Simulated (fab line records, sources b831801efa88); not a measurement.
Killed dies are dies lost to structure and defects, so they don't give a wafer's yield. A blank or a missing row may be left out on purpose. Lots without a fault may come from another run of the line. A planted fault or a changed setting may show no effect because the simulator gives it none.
fab line records | flow sky130
record lots=13 wafers=39 last_day=50
route steps=708 shown VT_ADJUST_HVTP@96 VT_ADJUST_LVTN@107 PAD_OPEN@708
lots that met no fault: from a run of the same line without faults
start_h: hours from the record's first day to the start of the lot's first wafer shown | wait_h: hours since the lot's step before | " the same as in the row above | L1.1+2: a row that stands for several wafers | - no value, or no start given | * or withheld: withheld | < > ~ a bound
route shown NAME@n: a module of which the file shows steps, and the number in the route of the first | usual: mean/standard deviation of fault-free wafers | same: alike in all rows | chamber/n: place in a boat | sites: the reading at each site | _std_site: their standard deviation | _edge_site: outer sites' mean less inner sites' | radius_mm: how far each site lies from the wafer's centre | mask NAME#n: copy n | behind: the tool/chamber that last shaped the wafer | hold: why the lot was held/for how many hours/how that ended | device: the transistor (n, p or np) that didn't switch | end of line: the same wafers' tests at the end of the route | a step without rows: its recipe alone | killed: dies lost to structure and defects at the first sort, not the wafer's yield | map: a wafer's dies, x killed, . not, _ none there
set.NAME: the setting as run; set.NAME@STEP: as run at that earlier step | model.NAME: the simulator's own value behind a step, which no gauge read
steps of the route over a sample of lots; a table a step, a row a wafer
services: from which hour (start_h, from the record's first day; less than 0 if before it) a tool's chamber was out of use, for how many hours, and why
## steps
# step SKY_VT_ADJUST_HVTP_TW_MEAS_11
# usual VT_ADJUST_HVTP_TW=1355/11
# columns lot.wafer tool chamber start_h wait_h VT_ADJUST_HVTP_TW
L768.2 film_metro-02 - 127.75 0.1 1354
L768.4 " - " " 1356
L768.5 " - " " 1363
L769.2 film_metro-02 - 129.26 0.1 1356
L769.5 " - " " 1350
L769.6 " - " " 1358
L772.1 film_metro-01 - 149.40 0.1 1377
L772.2 " - " " 1378
L772.6 " - " " 1380
L773.3 film_metro-04 - 154.57 0.1 1335
L773.4 " - " " 1343
L773.5 " - " " 1344
L774.1 film_metro-02 - 161.45 0.1 1357
L774.2 " - " " 1356
L774.5 " - " " 1356
L775.2 film_metro-02 - 170.96 0.1 1354
L775.3 " - " " 1362
L775.6 " - " " 1358
L779.2 film_metro-01 - 192.76 0.1 1370
L779.3 " - " " 1375
L779.6 " - " " 1372
L783.1 film_metro-01 - 215.67 0.1 1368
L783.2 " - " " 1366
L783.5 " - " " 1372
L785.1 film_metro-01 - 227.10 0.1 1349
L785.4 " - " " 1348
L785.5 " - " " 1351
L787.1 film_metro-01 - 244.00 0.1 1351
L787.4 " - " " 1354
L787.5 " - " " 1342
L789.2 film_metro-01 - 256.66 0.1 1349
L789.3 " - " " 1353
L789.6 " - " " 1346
L790.3 film_metro-01 - 262.01 0.1 1348
L790.4 " - " " 1358
L790.5 " - " " 1358
L791.1 film_metro-02 - 270.74 0.1 1353
L791.3 " - " " 1347
L791.4 " - " " 1354
# step SKY_VT_ADJUST_LVTN_TW_MEAS_10
# usual VT_ADJUST_LVTN_TW=241.4/2.4
# columns lot.wafer tool chamber start_h wait_h VT_ADJUST_LVTN_TW
L768.2 film_metro-01 - 147.59 0.1 245.0
L768.4 " - " " 244.2
L768.5 " - " " 244.0
L769.2 film_metro-01 - 148.74 0.1 244.4
L769.5 " - " " 244.0
L769.6 " - " " 245.0
L772.1 film_metro-02 - 169.32 0.1 241.5
L772.2 " - " " 241.2
L772.6 " - " " 241.9
L773.3 film_metro-01 - 174.40 0.1 242.1
L773.4 " - " " 243.7
L773.5 " - " " 243.2
L774.1 film_metro-01 - 181.93 0.1 241.9
L774.2 " - " " 243.3
L774.5 " - " " 244.0
L775.2 film_metro-02 - 192.34 0.1 241.7
L775.3 " - " " 241.8
L775.6 " - " " 240.9
L779.2 film_metro-01 - 215.04 0.1 244.0
L779.3 " - " " 245.1
L779.6 " - " " 244.2
L783.1 film_metro-01 - 238.33 0.1 241.8
L783.2 " - " " 239.1
L783.5 " - " " 240.4
L785.1 film_metro-02 - 250.23 0.1 242.1
L785.4 " - " " 242.4
L785.5 " - " " 242.5
L787.1 film_metro-03 - 269.07 0.1 238.9
L787.4 " - " " 238.3
L787.5 " - " " 237.5
L789.2 film_metro-03 - 281.68 0.1 237.7
L789.3 " - " " 238.3
L789.6 " - " " 238.6
L790.3 film_metro-03 - 286.80 0.1 238.8
L790.4 " - " " 239.6
L790.5 " - " " 238.4
L791.1 film_metro-01 - 296.13 0.1 240.8
L791.3 " - " " 241.0
L791.4 " - " " 241.7
# step SKY_VT_ADJUST_LVTN_SOFTBAKE_14
# recipe temp_c=90 time_s=60 resist=NOVOLAK
# usual run_length_s=89.18/0.19
# columns lot.wafer tool chamber start_h wait_h run_length_s
L768.2 litho_track-04 0 156.52 0.1 89.57
L768.4 " 0 " " 89.20
L768.5 " 0 " " 89.56
L769.2 litho_track-04 0 158.37 0.1 89.52
L769.5 " 0 " " 89.41
L769.6 " 0 " " 89.13
L772.1 litho_track-02 0 179.78 0.1 89.03
L772.2 " 0 " " 88.85
L772.6 " 0 " " 88.90
L773.3 litho_track-04 0 185.00 0.1 89.31
L773.4 " 0 " " 89.31
L773.5 " 0 " " 89.36
L774.1 litho_track-02 0 192.78 0.1 89.16
L774.2 " 0 " " 89.16
L774.5 " 0 " " 89.01
L775.2 litho_track-02 0 203.06 0.1 88.92
L775.3 " 0 " " 88.96
L775.6 " 0 " " 122.70
L779.2 litho_track-02 0 225.66 0.1 89.13
L779.3 " 0 " " 89.09
L779.6 " 0 " " 122.65
L783.1 litho_track-04 0 249.45 0.1 89.25
L783.2 " 0 " " 89.23
L783.5 " 0 " " 89.12
L785.1 litho_track-04 0 262.40 0.1 89.23
L785.4 " 0 " " 89.34
L785.5 " 0 " " 89.35
L787.1 litho_track-04 0 281.30 0.1 89.17
L787.4 " 0 " " 89.17
L787.5 " 0 " " 89.23
L789.2 litho_track-04 0 294.27 0.1 89.21
L789.3 " 0 " " 89.22
L789.6 " 0 " " 89.25
L790.3 litho_track-01 0 299.60 0.1 89.36
L790.4 " 0 " " 89.31
L790.5 " 0 " " 89.43
L791.1 litho_track-02 0 309.03 0.1 88.90
L791.3 " 0 " " 88.87
L791.4 " 0 " " 88.87
# step SKY_VT_ADJUST_LVTN_OVL_MEAS_18
# usual VT_ADJUST_LVTN_01_OVL=1.0/1.2
# columns lot.wafer tool chamber start_h wait_h VT_ADJUST_LVTN_01_OVL[nm]
L768.2 overlay-01 - 166.89 0.1 -0.2
L768.4 " - " " 0.6
L768.5 " - " " 0.3
L769.2 overlay-01 - 168.69 0.1 -0.8
L769.5 " - " " 1.1
L769.6 " - " " 1.3
L772.1 overlay-01 - 191.18 0.1 2.4
L772.2 " - " " 2.8
L772.6 " - " " -1.0
L773.3 overlay-02 - 195.84 0.1 2.5
L773.4 " - " " 2.8
L773.5 " - " " 0.7
L774.1 overlay-01 - 203.48 0.1 -1.0
L774.2 " - " " -0.6
L774.5 " - " " 0.7
L775.2 overlay-02 - 214.45 0.1 2.8
L775.3 " - " " 2.6
L775.6 " - " " 2.1
L779.2 overlay-02 - 236.80 0.1 1.2
L779.3 " - " " 0.0
L779.6 " - " " 0.8
L783.1 overlay-02 - 261.85 0.1 2.7
L783.2 " - " " 2.4
L783.5 " - " " 2.3
L785.1 overlay-02 - 274.83 0.1 0.6
L785.4 " - " " 3.2
L785.5 " - " " 1.6
L787.1 overlay-02 - 294.05 0.1 -0.2
L787.4 " - " " -1.1
L787.5 " - " " -0.1
L789.2 overlay-02 - 307.35 0.1 1.1
L789.3 " - " " 1.3
L789.6 " - " " 2.1
L790.3 overlay-01 - 311.96 0.1 -0.6
L790.4 " - " " -0.9
L790.5 " - " " -0.2
L791.1 overlay-01 - 322.15 0.1 2.7
L791.3 " - " " 2.5
L791.4 " - " " 1.6
# step SKY_VT_ADJUST_LVTN_STRIP_20
# recipe chemistry=O2/N2 power_w=1400 pressure_mtorr=1500 platen_temp_c=withheld o2_flow_sccm=3000 n2_flow_sccm=300 overash_fraction=0.5
# usual drypump_motor_current_A=5.6/0.49 oes_product_au=0.716/0.0046 strip_time_to_endpoint_s=14.18/0.046
# columns lot.wafer tool chamber start_h wait_h drypump_motor_current_A oes_product_au rf_hours_counter_h strip_time_to_endpoint_s
L768.2 plasma_asher-02 0 167.07 0.1 5.2 0.710 49 14.27
L768.4 " 0 " " 5.2 0.712 - 14.28
L768.5 " 0 " " 5.2 0.712 - 14.25
L769.2 plasma_asher-02 0 168.87 0.1 5.2 0.717 49 14.23
L769.5 " 0 " " 5.2 0.710 - 14.23
L769.6 " 1 " " 5.1 0.723 - 14.23
L772.1 plasma_asher-04 0 191.37 0.1 4.8 0.720 48 14.11
L772.2 " 1 " " 6.1 0.711 48 14.13
L772.6 " 0 " " 4.8 0.714 - 14.11
L773.3 plasma_asher-04 1 196.05 0.1 6.1 0.712 - 14.19
L773.4 " 0 " " 4.8 0.711 - 14.20
L773.5 " 1 " " 6.1 0.719 - 14.19
L774.1 plasma_asher-03 0 203.67 0.1 6.1 0.723 39 14.17
L774.2 " 1 " " 6.0 0.716 39 14.16
L774.5 " 0 " " 6.1 0.720 - 14.12
L775.2 plasma_asher-03 0 214.63 0.1 6.2 0.717 41 14.13
L775.3 " 0 " " 6.1 0.712 - 14.17
L775.6 " 1 " " 6.0 0.715 - 14.04
L779.2 plasma_asher-04 1 236.98 0.1 6.1 0.712 51 14.14
L779.3 " 0 " " 4.8 0.712 - 14.12
L779.6 " 0 " " 4.9 0.723 - 13.99
L783.1 plasma_asher-03 1 262.03 0.1 6.0 0.718 46 14.22
L783.2 " 0 " " 6.1 0.710 46 14.25
L783.5 " 1 " " 6.0 0.713 - 14.28
L785.1 plasma_asher-03 1 275.02 0.1 5.9 0.719 48 14.17
L785.4 " 0 " " 6.1 0.716 - 14.20
L785.5 " 0 " " 6.1 0.719 - 14.21
L787.1 plasma_asher-04 0 294.23 0.1 4.8 0.718 54 14.22
L787.4 " 1 " " 6.1 0.716 - 14.23
L787.5 " 1 " " 6.1 0.720 - 14.25
L789.2 plasma_asher-04 0 307.53 0.1 4.8 0.711 56 14.24
L789.3 " 1 " " 6.1 0.720 - 14.23
L789.6 " 1 " " 6.1 0.713 - 14.19
L790.3 plasma_asher-02 1 312.17 0.1 5.1 0.723 - 14.15
L790.4 " 0 " " 5.2 0.718 - 14.14
L790.5 " 0 " " 5.2 0.711 - 14.15
L791.1 plasma_asher-03 0 322.33 0.1 6.1 0.712 52 14.18
L791.3 " 1 " " 6.0 0.717 - 14.20
L791.4 " 0 " " 6.1 0.712 - 14.21
# step SKY_PAD_OPEN_PROBE_99
# usual killed_at_M0_to_M3=42/6.7 killed_at_M4_up=3.3/2.1 killed_at_contacts=24/5.1 killed_at_front_end=15/4.6 killed_at_other=0.3/0.58 killed_dies=85/9.9 killed_open=46/6.9 killed_short=38/7
# same gross_dies=492 killed_at_back_side=0
# columns lot.wafer tool chamber start_h wait_h killed_at_M0_to_M3 killed_at_M4_up killed_at_contacts killed_at_front_end killed_at_other killed_dies killed_open killed_short
L775.2 prober-02 - 1128.37 0.1 44 4 23 17 0 88 44 44
L775.3 prober-02 - 1128.42 0.2 39 2 29 21 0 91 50 41
L775.6 prober-02 - 1128.57 0.2 35 1 26 19 0 81 43 37
L783.1 prober-02 - 1166.97 0.1 44 1 24 9 0 78 44 32
L783.2 prober-02 - 1167.02 0.1 35 4 18 10 1 68 44 20
L783.5 prober-02 - 1167.17 0.2 39 2 15 10 1 67 36 30
L785.1 prober-02 - 1175.35 0.1 43 6 21 16 2 88 41 46
L785.4 prober-02 - 1175.50 0.2 51 3 19 15 1 89 47 40
L785.5 prober-02 - 1175.55 0.2 47 8 30 13 0 98 54 43
# killed by level:class
L775.2 VIA1:geometric_particle:open=11 CONTACT:geometric_particle:open=8 FIELD_ISO:geometric_particle:short=7 METAL1:geometric_particle:short=7 FIELD_ISO:geometric_particle:open=6 VIA2:geometric_particle:open=6 CONTACT:geometric_particle:short=5 METAL3:geometric_particle:short=5
L775.3 VIA1:geometric_particle:open=11 LI_CONTACT:geometric_particle:open=9 FIELD_ISO:geometric_particle:open=7 CONTACT:geometric_particle:open=7 VIA1:geometric_particle:short=6 CONTACT:geometric_particle:short=6 VIA2:geometric_particle:open=6 METAL1:geometric_particle:short=5
L775.6 VIA1:geometric_particle:open=11 LI_CONTACT:geometric_particle:open=7 CONTACT:geometric_particle:open=6 FIELD_ISO:geometric_particle:open=5 LOCAL_INTERCONNECT:geometric_particle:short=5 METAL1:geometric_particle:short=5 FIELD_ISO:geometric_particle:short=4 POLY_GATE:geometric_particle:open=3
L783.1 VIA1:geometric_particle:open=10 LI_CONTACT:geometric_particle:open=9 CONTACT:geometric_particle:open=7 VIA3:geometric_particle:open=6 METAL1:geometric_particle:short=5 METAL2:geometric_particle:short=5 VIA2:geometric_particle:open=5 LOCAL_INTERCONNECT:geometric_particle:short=3
L783.2 LI_CONTACT:geometric_particle:open=9 VIA3:geometric_particle:open=8 VIA1:geometric_particle:open=7 VIA2:geometric_particle:open=6 FIELD_ISO:geometric_particle:open=4 CONTACT:geometric_particle:open=4 LOCAL_INTERCONNECT:geometric_particle:short=3 METAL1:geometric_particle:short=3
L783.5 LI_CONTACT:geometric_particle:open=9 METAL2:geometric_particle:short=9 VIA1:geometric_particle:open=6 VIA1:geometric_particle:short=6 VIA2:geometric_particle:open=5 POLY_GATE:geometric_particle:open=4 VIA3:geometric_particle:open=4 CONTACT:geometric_particle:open=3
L785.1 VIA1:geometric_particle:open=10 LI_CONTACT:geometric_particle:open=8 METAL2:geometric_particle:short=6 METAL1:geometric_particle:short=6 VIA3:geometric_particle:short=5 VIA3:geometric_particle:open=5 FIELD_ISO:geometric_particle:open=4 LOCAL_INTERCONNECT:geometric_particle:short=4
L785.4 VIA1:geometric_particle:open=13 CONTACT:geometric_particle:open=8 VIA3:geometric_particle:open=8 FIELD_ISO:geometric_particle:short=7 METAL1:geometric_particle:short=6 VIA2:geometric_particle:open=5 METAL3:geometric_particle:short=5 FIELD_ISO:geometric_particle:open=4
L785.5 VIA1:geometric_particle:open=15 CONTACT:geometric_particle:open=12 LI_CONTACT:geometric_particle:open=8 METAL2:geometric_particle:short=7 CONTACT:geometric_particle:short=6 METAL4:geometric_particle:short=6 VIA2:geometric_particle:open=5 POLY_GATE:geometric_particle:open=4
## services
# columns tool chamber start_h hours kind
plasma_asher-03 - 183.27 1.4 repair
plasma_asher-04 - 208.50 11.1 repair
plasma_asher-04 - 239.75 22.9 repair
plasma_asher-02 - 256.45 8.2 repair
## key
first_sign step=SKY_VT_ADJUST_LVTN_SOFTBAKE_14 reading=run_length_s direction=up sigmas=99+ usual=* struck=*
effect step=SKY_VT_ADJUST_LVTN_STRIP_20 reading=strip_time_to_endpoint_s direction=down sigmas=3.7 usual=* struck=*
met_at SKY_VT_ADJUST_LVTN_SOFTBAKE_14
struck_lots L775,L779
struck_wafers L775.6,L779.6
tester_left_out L775,L779
not_acting_at SKY_VT_ADJUST_HVTP_TW_MEAS_11,SKY_VT_ADJUST_LVTN_TW_MEAS_10,SKY_VT_ADJUST_LVTN_OVL_MEAS_18
onset_between 192.78 203.06
fault kind=process_parameter_drift tool=litho_track-02 chamber=- onset_h=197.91 steps=SKY_VT_ADJUST_LVTN_SOFTBAKE_14 channel=time_s offset=* shape=step end_h=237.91 scope=struck_wafers_only acts_in=* stated=*
# tester_left_out: of these lots the tester's yield and bins aren't shown, on N5 and GAA mostly nor the transistor test; their killed dies are dies lost to structure and defects alone, not to doping, threshold or leakage, so they don't give the yield
